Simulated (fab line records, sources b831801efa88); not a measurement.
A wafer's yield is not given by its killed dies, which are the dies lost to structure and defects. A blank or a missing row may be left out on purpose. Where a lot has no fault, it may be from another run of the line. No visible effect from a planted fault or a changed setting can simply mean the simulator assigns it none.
Which of the tools did it? / flow gf180mcu / 72 wafers from 24 lots sampled at 4 of the route's 602 steps

WHAT THE GAUGES READ, wafer by wafer
GF_V2_THK_MEAS_25: measures by xrf. Usual: V2_W_THK 350 nm, standard deviation 4.8.
lot=L074; measured=day 20 08:40; on=film metro-04; V2_W_THK (nm)=356 347 355; flag=
lot=L075; measured=day 20 18:50; on=film metro-03; V2_W_THK (nm)=347 352 343; flag=
lot=L076; measured=day 21 08:14; on=film metro-01; V2_W_THK (nm)=350 347 350; flag=
lot=L077; measured=day 21 17:56; on=film metro-01; V2_W_THK (nm)=342 345 347; flag=
lot=L079; measured=day 22 05:53; on=film metro-01; V2_W_THK (nm)=353 353 352; flag=
lot=L078; measured=day 22 08:07; on=film metro-01; V2_W_THK (nm)=349 352 352; flag=
lot=L080; measured=day 22 20:52; on=film metro-04; V2_W_THK (nm)=357 351 354; flag=
lot=L081; measured=day 23 00:52; on=film metro-03; V2_W_THK (nm)=337 339 339; flag=
lot=L082; measured=day 23 04:43; on=film metro-01; V2_W_THK (nm)=348 351 354; flag=
lot=L083; measured=day 23 13:53; on=film metro-03; V2_W_THK (nm)=342 345 346; flag=
lot=L084; measured=day 24 03:20; on=film metro-03; V2_W_THK (nm)=348 351 351; flag=
lot=L085; measured=day 24 12:01; on=film metro-03; V2_W_THK (nm)=348 347 351; flag=
lot=L086; measured=day 24 14:50; on=film metro-04; V2_W_THK (nm)=357 359 359; flag=
lot=L087; measured=day 25 03:23; on=film metro-04; V2_W_THK (nm)=355 355 357; flag=
lot=L088; measured=day 25 10:19; on=film metro-04; V2_W_THK (nm)=350 353 352; flag=
lot=L089; measured=day 25 15:05; on=film metro-03; V2_W_THK (nm)=357 350 353; flag=
lot=L090; measured=day 25 22:31; on=film metro-04; V2_W_THK (nm)=352 352 352; flag=
lot=L091; measured=day 26 11:36; on=film metro-01; V2_W_THK (nm)=355 357 352; flag=
lot=L092; measured=day 26 16:26; on=film metro-04; V2_W_THK (nm)=355 350 351; flag=
lot=L093; measured=day 26 22:06; on=film metro-04; V2_W_THK (nm)=345 345 343; flag=
lot=L094; measured=day 27 06:16; on=film metro-04; V2_W_THK (nm)=355 347 349; flag=
lot=L095; measured=day 27 12:09; on=film metro-04; V2_W_THK (nm)=350 349 349; flag=
lot=L096; measured=day 28 00:04; on=film metro-03; V2_W_THK (nm)=346 344 344; flag=
lot=L097; measured=day 28 04:59; on=film metro-01; V2_W_THK (nm)=348 353 353; flag=

GF_V4_RS_MEAS_24: measures by four-point-probe. Usual: V4_W_RS 0.330 ohm/sq, standard deviation 0.003.
lot=L074; measured=day 24 12:12; on=film metro-01; V4_W_RS (ohm/sq)=0.331 0.334 0.335; flag=
lot=L075; measured=day 24 20:34; on=film metro-01; V4_W_RS (ohm/sq)=0.330 0.327 0.326; flag=
lot=L076; measured=day 25 09:13; on=film metro-04; V4_W_RS (ohm/sq)=0.328 0.328 0.334; flag=
lot=L077; measured=day 25 18:03; on=film metro-03; V4_W_RS (ohm/sq)=0.333 0.335 0.333; flag=
lot=L079; measured=day 26 04:25; on=film metro-01; V4_W_RS (ohm/sq)=0.330 0.322 0.326; flag=
lot=L078; measured=day 26 07:30; on=film metro-03; V4_W_RS (ohm/sq)=0.332 0.329 0.328; flag=
lot=L080; measured=day 26 18:34; on=film metro-01; V4_W_RS (ohm/sq)=0.337 0.329 0.333; flag=
lot=L081; measured=day 26 21:01; on=film metro-01; V4_W_RS (ohm/sq)=0.330 0.333 0.333; flag=
lot=L082; measured=day 27 02:34; on=film metro-03; V4_W_RS (ohm/sq)=0.327 0.329 0.324; flag=
lot=L083; measured=day 27 10:28; on=film metro-03; V4_W_RS (ohm/sq)=0.334 0.335 0.336; flag=
lot=L084; measured=day 27 21:48; on=film metro-04; V4_W_RS (ohm/sq)=0.330 0.330 0.334; flag=
lot=L085; measured=day 28 05:35; on=film metro-01; V4_W_RS (ohm/sq)=0.328 0.328 0.331; flag=
lot=L086; measured=day 28 08:46; on=film metro-04; V4_W_RS (ohm/sq)=0.330 0.332 0.331; flag=
lot=L087; measured=day 28 18:26; on=film metro-04; V4_W_RS (ohm/sq)=0.331 0.330 0.328; flag=
lot=L088; measured=day 29 02:28; on=film metro-03; V4_W_RS (ohm/sq)=0.331 0.335 0.329; flag=
lot=L089; measured=day 29 06:03; on=film metro-01; V4_W_RS (ohm/sq)=0.330 0.326 0.334; flag=
lot=L090; measured=day 29 12:58; on=film metro-03; V4_W_RS (ohm/sq)=0.338 0.333 0.332; flag=
lot=L091; measured=day 30 00:22; on=film metro-04; V4_W_RS (ohm/sq)=0.330 0.326 0.330; flag=
lot=L092; measured=day 30 04:24; on=film metro-01; V4_W_RS (ohm/sq)=0.334 0.328 0.334; flag=
lot=L093; measured=day 30 11:21; on=film metro-01; V4_W_RS (ohm/sq)=0.325 0.332 0.325; flag=
lot=L094; measured=day 30 17:06; on=film metro-01; V4_W_RS (ohm/sq)=0.332 0.330 0.331; flag=
lot=L095; measured=day 30 23:07; on=film metro-03; V4_W_RS (ohm/sq)=0.325 0.335 0.327; flag=
lot=L096; measured=day 31 11:15; on=film metro-03; V4_W_RS (ohm/sq)=0.327 0.324 0.328; flag=
lot=L097; measured=day 31 14:47; on=film metro-04; V4_W_RS (ohm/sq)=0.333 0.328 0.332; flag=

GF_V4_THK_MEAS_25: measures by xrf. Usual: V4_W_THK 346 nm, standard deviation 3.9.
lot=L074; measured=day 24 12:18; on=film metro-01; V4_W_THK (nm)=344 347 342; flag=
lot=L075; measured=day 24 20:41; on=film metro-01; V4_W_THK (nm)=350 352 352; flag=
lot=L076; measured=day 25 09:20; on=film metro-04; V4_W_THK (nm)=349 351 345; flag=
lot=L077; measured=day 25 18:10; on=film metro-03; V4_W_THK (nm)=346 345 344; flag=
lot=L079; measured=day 26 04:32; on=film metro-01; V4_W_THK (nm)=345 354 348; flag=
lot=L078; measured=day 26 07:37; on=film metro-03; V4_W_THK (nm)=343 347 346; flag=
lot=L080; measured=day 26 18:41; on=film metro-01; V4_W_THK (nm)=338 348 343; flag=
lot=L081; measured=day 26 21:08; on=film metro-01; V4_W_THK (nm)=346 343 344; flag=
lot=L082; measured=day 27 02:41; on=film metro-03; V4_W_THK (nm)=346 345 349; flag=
lot=L083; measured=day 27 10:34; on=film metro-03; V4_W_THK (nm)=339 341 338; flag=
lot=L084; measured=day 27 21:54; on=film metro-04; V4_W_THK (nm)=344 345 341; flag=
lot=L085; measured=day 28 05:41; on=film metro-01; V4_W_THK (nm)=351 348 348; flag=
lot=L086; measured=day 28 08:52; on=film metro-04; V4_W_THK (nm)=346 342 341; flag=
lot=L087; measured=day 28 18:33; on=film metro-04; V4_W_THK (nm)=342 346 347; flag=
lot=L088; measured=day 29 02:35; on=film metro-03; V4_W_THK (nm)=343 338 346; flag=
lot=L089; measured=day 29 06:10; on=film metro-01; V4_W_THK (nm)=348 351 344; flag=
lot=L090; measured=day 29 13:05; on=film metro-03; V4_W_THK (nm)=336 340 343; flag=
lot=L091; measured=day 30 00:28; on=film metro-04; V4_W_THK (nm)=348 348 346; flag=
lot=L092; measured=day 30 04:31; on=film metro-01; V4_W_THK (nm)=345 352 346; flag=
lot=L093; measured=day 30 11:28; on=film metro-01; V4_W_THK (nm)=354 348 351; flag=
lot=L094; measured=day 30 17:12; on=film metro-01; V4_W_THK (nm)=348 349 346; flag=
lot=L095; measured=day 30 23:14; on=film metro-03; V4_W_THK (nm)=352 341 349; flag=
lot=L096; measured=day 31 11:22; on=film metro-03; V4_W_THK (nm)=345 349 348; flag=
lot=L097; measured=day 31 14:54; on=film metro-04; V4_W_THK (nm)=342 343 340; flag=

WHICH TOOL RAN EACH LOT (tool, then ch and the chambers of the sampled wafers, then the start)
lot=L074; GF_M2_METAL_ETCH_16=rie metal-01 ch 0,1, day 19 05:20
lot=L075; GF_M2_METAL_ETCH_16=rie metal-04 ch 0,1, day 19 15:47
lot=L076; GF_M2_METAL_ETCH_16=rie metal-02 ch 0,1, day 20 05:07
lot=L077; GF_M2_METAL_ETCH_16=rie metal-02 ch 0,1, day 20 15:41
lot=L079; GF_M2_METAL_ETCH_16=rie metal-04 ch 0,1, day 21 03:49
lot=L078; GF_M2_METAL_ETCH_16=rie metal-02 ch 0, day 21 05:29
lot=L080; GF_M2_METAL_ETCH_16=rie metal-04 ch 0,1, day 21 19:07
lot=L081; GF_M2_METAL_ETCH_16=rie metal-02 ch 0,1, day 21 22:52
lot=L082; GF_M2_METAL_ETCH_16=rie metal-04 ch 0,1, day 22 03:35
lot=L083; GF_M2_METAL_ETCH_16=rie metal-02 ch 0,1, day 22 12:41
lot=L084; GF_M2_METAL_ETCH_16=rie metal-04 ch 0,1, day 23 02:26
lot=L085; GF_M2_METAL_ETCH_16=rie metal-01 ch 0,1, day 23 10:42
lot=L086; GF_M2_METAL_ETCH_16=rie metal-04 ch 0,1, day 23 14:08
lot=L087; GF_M2_METAL_ETCH_16=rie metal-01 ch 1, day 24 02:43
lot=L088; GF_M2_METAL_ETCH_16=rie metal-01 ch 1, day 24 09:41
lot=L089; GF_M2_METAL_ETCH_16=rie metal-04 ch 0,1, day 24 14:29
lot=L090; GF_M2_METAL_ETCH_16=rie metal-01 ch 0,1, day 24 23:05
lot=L091; GF_M2_METAL_ETCH_16=rie metal-04 ch 0,1, day 25 12:11
lot=L092; GF_M2_METAL_ETCH_16=rie metal-01 ch 0,1, day 25 17:14
lot=L093; GF_M2_METAL_ETCH_16=rie metal-02 ch 0,1, day 25 23:20
lot=L094; GF_M2_METAL_ETCH_16=rie metal-02 ch 0,1, day 26 07:22
lot=L095; GF_M2_METAL_ETCH_16=rie metal-04 ch 0,1, day 26 12:28
lot=L096; GF_M2_METAL_ETCH_16=rie metal-04 ch 0,1, day 27 02:02
lot=L097; GF_M2_METAL_ETCH_16=rie metal-02 ch 0, day 27 07:07
- GF_M2_METAL_ETCH_16: etches the open film in Cl2/BCl3, stops on SiO2, target depth 750.8 nm, time 125.1 s.

WHAT THE TOOLS THEMSELVES READ (means of the sampled wafers that have a number; where no wafer has one, the mark that the record gives instead)
GF_M2_METAL_ETCH_16. Usual: drypump motor current A 5.29 A, standard deviation 0.23; oes product au 0.990 a.u., standard deviation 0.0058; throttle valve pct 28.229 %, standard deviation 0.01.
lot=L074; tool=rie metal-01; drypump motor current A (A)=5.50; oes product au (a.u.)=0.993; throttle valve pct (%)=28.229; flag=
lot=L075; tool=rie metal-04; drypump motor current A (A)=5.02; oes product au (a.u.)=0.992; throttle valve pct (%)=28.229; flag=
lot=L076; tool=rie metal-02; drypump motor current A (A)=5.47; oes product au (a.u.)=0.990; throttle valve pct (%)=28.235; flag=
lot=L077; tool=rie metal-02; drypump motor current A (A)=5.47; oes product au (a.u.)=0.993; throttle valve pct (%)=28.222; flag=
lot=L079; tool=rie metal-04; drypump motor current A (A)=5.10; oes product au (a.u.)=0.992; throttle valve pct (%)=28.229; flag=
lot=L078; tool=rie metal-02; drypump motor current A (A)=5.56; oes product au (a.u.)=0.990; throttle valve pct (%)=28.222; flag=
lot=L080; tool=rie metal-04; drypump motor current A (A)=5.03; oes product au (a.u.)=0.989; throttle valve pct (%)=28.230; flag=
lot=L081; tool=rie metal-02; drypump motor current A (A)=5.47; oes product au (a.u.)=0.989; throttle valve pct (%)=28.222; flag=
lot=L082; tool=rie metal-04; drypump motor current A (A)=5.08; oes product au (a.u.)=0.993; throttle valve pct (%)=28.225; flag=
lot=L083; tool=rie metal-02; drypump motor current A (A)=5.40; oes product au (a.u.)=0.986; throttle valve pct (%)=28.226; flag=
lot=L084; tool=rie metal-04; drypump motor current A (A)=5.11; oes product au (a.u.)=0.991; throttle valve pct (%)=28.229; flag=
lot=L085; tool=rie metal-01; drypump motor current A (A)=5.41; oes product au (a.u.)=0.989; throttle valve pct (%)=28.226; flag=
lot=L086; tool=rie metal-04; drypump motor current A (A)=5.12; oes product au (a.u.)=0.988; throttle valve pct (%)=28.227; flag=
lot=L087; tool=rie metal-01; drypump motor current A (A)=5.33; oes product au (a.u.)=0.988; throttle valve pct (%)=28.239; flag=
lot=L088; tool=rie metal-01; drypump motor current A (A)=5.32; oes product au (a.u.)=0.987; throttle valve pct (%)=28.243; flag=
lot=L089; tool=rie metal-04; drypump motor current A (A)=5.02; oes product au (a.u.)=0.980; throttle valve pct (%)=28.243; flag=
lot=L090; tool=rie metal-01; drypump motor current A (A)=5.41; oes product au (a.u.)=0.985; throttle valve pct (%)=28.238; flag=
lot=L091; tool=rie metal-04; drypump motor current A (A)=5.11; oes product au (a.u.)=0.996; throttle valve pct (%)=28.225; flag=
lot=L092; tool=rie metal-01; drypump motor current A (A)=5.48; oes product au (a.u.)=0.987; throttle valve pct (%)=28.238; flag=
lot=L093; tool=rie metal-02; drypump motor current A (A)=5.47; oes product au (a.u.)=0.991; throttle valve pct (%)=28.233; flag=
lot=L094; tool=rie metal-02; drypump motor current A (A)=5.48; oes product au (a.u.)=0.993; throttle valve pct (%)=28.222; flag=
lot=L095; tool=rie metal-04; drypump motor current A (A)=5.03; oes product au (a.u.)=0.989; throttle valve pct (%)=28.236; flag=
lot=L096; tool=rie metal-04; drypump motor current A (A)=5.10; oes product au (a.u.)=0.987; throttle valve pct (%)=28.239; flag=
lot=L097; tool=rie metal-02; drypump motor current A (A)=5.55; oes product au (a.u.)=0.994; throttle valve pct (%)=28.228; flag=

THE ANSWER, worked out from the rows above alone
Rule: a lot counts as off when the mean over its wafers that have a number is more than 3 standard deviations away from the usual mean. Also off: a lot with no number at a reading for which 4 or more lots have one. Where the step has rows for the other lots, those lots are counted as sound. First the gauges in route order, then the tools' own readings, where a lot's mean is used as printed above. The first step at which some lot is off is used, and at that step the reading that is off furthest; a lot without a number counts as furthest.
Across all readings shown, no lot is off: no conclusion can be drawn from this.

WHAT WAS PUT IN BY THE SIMULATOR
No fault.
